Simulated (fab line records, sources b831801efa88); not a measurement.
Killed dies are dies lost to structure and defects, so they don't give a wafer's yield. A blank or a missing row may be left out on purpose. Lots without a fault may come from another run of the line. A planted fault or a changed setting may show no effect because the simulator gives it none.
Which tool did it? | flow sky130 | 12 lots, 36 wafers sampled, at 1 step of a route of 708

WHAT THE GAUGES READ, wafer by wafer
SKY_SD_N_RS_MEAS_18: measures by four-point-probe.
lot  | measured     | on            | RES_XHIGH_RS (ohm/sq)
L075 | day 28 07:45 | film_metro-02 | 326.2 325.7 326.7
L078 | day 28 14:23 | film_metro-01 | 327.5 327.2 327.7
L079 | day 29 06:41 | film_metro-03 | 327.8 327.4 328.7
L081 | day 30 12:52 | film_metro-01 | 328.0 326.7 327.2
L083 | day 30 17:22 | film_metro-03 | 326.8 327.8 326.9
L085 | day 31 09:14 | film_metro-01 | 329.2 329.3 328.6
L087 | day 32 01:24 | film_metro-02 | 326.1 326.5 327.2
L089 | day 32 20:25 | film_metro-03 | 325.9 327.2 327.3
L091 | day 33 15:28 | film_metro-02 | 327.4 327.4 326.7
L093 | day 34 02:15 | film_metro-01 | 328.9 329.1 330.2
L095 | day 34 16:18 | film_metro-01 | 329.5 327.9 327.9
L097 | day 35 16:14 | film_metro-01 | 327.3 326.8 325.4

WHICH TOOL RAN EACH LOT (tool, then ch and the chambers of the sampled wafers, then the start)
The record holds no process step before these readings.

THE ANSWER, worked out from the rows above alone
Rule: what is usual is taken from the lots themselves. Put in order of their means at a reading, lots are off if they are a third of the lots or fewer, leave a main group of 4 or more, and stand apart from it by a gap of 3 or more times the standard deviation of the main group's means; of several such gaps the widest counts. A main group whose means are all the same, to the digits that the tables above print for the reading, isn't used. A lot without any number at a reading at which 4 lots or more have one is off too. The other lots that the step has rows for count as sound.
No lot is off at any reading shown: from this, nothing can be told.

WHAT THE SIMULATOR HAD PUT IN
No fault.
